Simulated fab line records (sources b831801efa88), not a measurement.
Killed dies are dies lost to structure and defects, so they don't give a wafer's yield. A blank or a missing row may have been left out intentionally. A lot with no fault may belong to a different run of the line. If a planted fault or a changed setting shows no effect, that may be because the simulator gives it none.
One fault through the eyes of 2 desks	flow gf180mcu	only its own numbers are on each desk; what lay behind them is given at the end

TOOL OWNER'S DESK, rtpAnneal-02
Per lot that ran on this tool, the mean of the sampled wafers carrying a number, from the tool's own readings at GF_PSD_RTA_13 (time 20 s). If a lot's mean is further than 4 standard deviations from the usual mean, the lot is out of limits and carries the mark OUT (the distance appears in the brackets).
Columns: A = lampPowerPct at GF_PSD_RTA_13, usual 28.0 %; B = runLengthS at GF_PSD_RTA_13, usual 48.8 s; C = wafer_temp_C_max at GF_PSD_RTA_13, usual 1029.2
lot	first seen here	A	B	C
L361	day 15 15:25	30.0	48.4	1029.2
L362	day 15 18:39	30.0	48.5	1028.9
L363	day 16 04:35	30.1	83.1 (+88) OUT	1028.9
L366	day 17 06:22	30.0	82.9 (+87) OUT	1028.9
L367	day 17 14:55	30.0	83.0 (+88) OUT	1028.5
L375	day 20 15:34	30.0	48.5	1028.1
L378	day 21 11:22	30.0	48.2	1028.9
This desk finds L363, L366, L367 out of limits, L363 being first, at day 16 04:35 (runLengthS at GF_PSD_RTA_13). Within limits: L361, L362, L375, L378.

METROLOGY DESK
What the gauges read for every lot (on any tool): the sampled wafers with a number, averaged. If a lot's mean is further than 4 standard deviations from the usual mean, the lot is out of limits and carries the mark OUT (the distance appears in the brackets).
Columns: A = NSD_RS at GF_PSD_RS_MEAS_14, usual 46.12 ohm/sq; B = PSD_RS at GF_PSD_RS_MEAS_15, usual 108.6 ohm/sq
lot	first seen here	A	B
L357	day 14 09:23	46.23	109.2
L361	day 15 15:30	46.12	108.6
L362	day 15 18:44	46.18	108.4
L363	day 16 04:41	40.51 (-63) OUT	98.5 (-33) OUT
L366	day 17 06:27	40.65 (-61) OUT	99.0 (-31) OUT
L367	day 17 15:01	40.56 (-62) OUT	98.3 (-33) OUT
L373	day 19 21:55	46.22	108.9
L374	day 20 01:44	46.07	108.5
L375	day 20 15:39	46.10	108.6
L376	day 20 23:19	46.09	108.6
L377	day 21 03:59	46.19	108.6
L378	day 21 11:28	46.12	108.6
L379	day 21 22:05	46.16	108.6
This desk's result: L363, L366, L367 out of limits, first on L363 (NSD_RS at GF_PSD_RS_MEAS_14), day 16 04:41. Within limits: L357, L361, L362, L373, L374, L375, L376, L377, L378, L379.

TAKEN TOGETHER
An alarm could have come from the tool owner's desk at day 16 04:35, on L363, L366, L367.
L363, L366, L367 would have let the metrology desk raise an alarm at day 16 04:41.
GF_PSD_RTA_13 was run on rtpAnneal-02 by each of the lots named.

WHAT THE SIMULATOR HAD INSERTED
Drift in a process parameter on rtpAnneal-02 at GF_PSD_RTA_13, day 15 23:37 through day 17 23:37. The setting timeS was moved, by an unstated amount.
Struck lots among those shown: L363, L366, L367.
Counting hours from when the fault started, the first reading out of limits came at 5 for the tool owner's desk and at 5 for the metrology desk.
